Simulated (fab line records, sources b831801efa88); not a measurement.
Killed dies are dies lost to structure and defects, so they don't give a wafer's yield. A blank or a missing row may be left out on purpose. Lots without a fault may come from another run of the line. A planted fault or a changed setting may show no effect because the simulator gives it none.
Which tool did it? | flow sky130 | 12 lots, 36 wafers sampled, at 1 step of a route of 708

WHAT THE GAUGES READ, wafer by wafer
SKY_NWELL_OVL_MEAS_23.
lot  | measured     | on         | NWELL_01_OVL (nm)
L075 | day 5 12:50  | overlay-01 | 1.1 0.3 0.4
L077 | day 6 02:23  | overlay-02 | -0.4 -1.2 -0.8
L079 | day 6 14:05  | overlay-02 | 0.7 0.3 1.3
L081 | day 6 22:05  | overlay-01 | -2.1 -1.8 -4.2
L083 | day 7 17:53  | overlay-02 | -0.6 -2.5 1.6
L085 | day 8 06:25  | overlay-02 | -0.4 -1.1 -0.4
L087 | day 8 15:50  | overlay-02 | -0.9 -1.8 -0.5
L089 | day 9 03:11  | overlay-02 | -0.4 -2.2 -1.9
L091 | day 9 12:59  | overlay-01 | -1.8 -2.9 -2.0
L093 | day 10 01:08 | overlay-02 | 0.2 -3.6 0.6
L095 | day 10 10:39 | overlay-01 | -0.1 -0.2 -1.0
L097 | day 11 06:08 | overlay-01 | 0.7 0.2 1.0

WHICH TOOL RAN EACH LOT (tool, then ch and the chambers of the sampled wafers, then the start)
The record holds no process step before these readings.

THE ANSWER, worked out from the rows above alone
Rule: what is usual is taken from the lots themselves. Put in order of their means at a reading, lots are off if they are a third of the lots or fewer, leave a main group of 4 or more, and stand apart from it by a gap of 3 or more times the standard deviation of the main group's means; of several such gaps the widest counts. A main group whose means are all the same, to the digits that the tables above print for the reading, isn't used. A lot without any number at a reading at which 4 lots or more have one is off too. The other lots that the step has rows for count as sound.
No lot is off at any reading shown: from this, nothing can be told.

WHAT THE SIMULATOR HAD PUT IN
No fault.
